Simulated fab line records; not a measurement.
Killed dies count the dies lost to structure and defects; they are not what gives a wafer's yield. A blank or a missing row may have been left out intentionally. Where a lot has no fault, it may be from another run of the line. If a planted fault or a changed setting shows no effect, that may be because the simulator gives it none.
The tool behind it: which one?    flow sky130    at 1 step of a route of 708, 13 lots with 39 wafers sampled

WHAT EACH GAUGE READ, for each wafer
SKY_SD_N_TW_MEAS_12. Usual: SD_N_TW 3984, standard deviation 46.
lot   measured      on             SD_N_TW         flag
L376  day 27 11:59  film metro-04  4040 4066 4052  
L378  day 28 17:37  film metro-01  3969 3962 3982  
L379  day 29 01:16  film metro-01  3995 3989 3991  
L380  day 29 07:59  film metro-01  3985 3976 3990  
L381  day 29 19:20  film metro-01  4000 4006 3986  
L382  day 30 03:29  film metro-01  3994 3982 3990  
L384  day 30 19:14  film metro-01  3965 3983 3962  
L383  day 30 20:50  film metro-04  4005 4021 3998  
L389  day 32 13:31  film metro-02  3906 3921 3893  
L391  day 33 08:17  film metro-04  4009 3997 4005  
L394  day 34 02:19  film metro-04  4076 4052 4065  
L396  day 34 12:20  film metro-04  4057 4063 4068  
L397  day 34 16:27  film metro-01  3980 3959 3980  

WHICH TOOL RAN EACH LOT (tool, then ch and the chambers of the sampled wafers, then the start)
No process step before these readings appears in the record.

WHAT THE TOOLS THEMSELVES READ (means of the sampled wafers that have a number; where no wafer has one, the mark that the record gives instead)
The record holds no such reading with a usual standard deviation.

THE ANSWER, worked out from the rows above alone
Rule: take the mean of a lot's wafers that have a number; if it is more than 3 standard deviations from the usual mean, the lot is off. A lot without any number at a reading at which 4 lots or more have one is off too. All remaining lots with rows at the step are treated as sound. After the gauges, taken in route order, come the tools' own readings; for these a lot's mean is taken, as printed above. The first step at which some lot is off is used, and at that step the reading that is off furthest; a lot without a number counts as furthest.
Across all readings shown, no lot is off: no conclusion can be drawn from this.

WHAT THE SIMULATOR HAD INSERTED
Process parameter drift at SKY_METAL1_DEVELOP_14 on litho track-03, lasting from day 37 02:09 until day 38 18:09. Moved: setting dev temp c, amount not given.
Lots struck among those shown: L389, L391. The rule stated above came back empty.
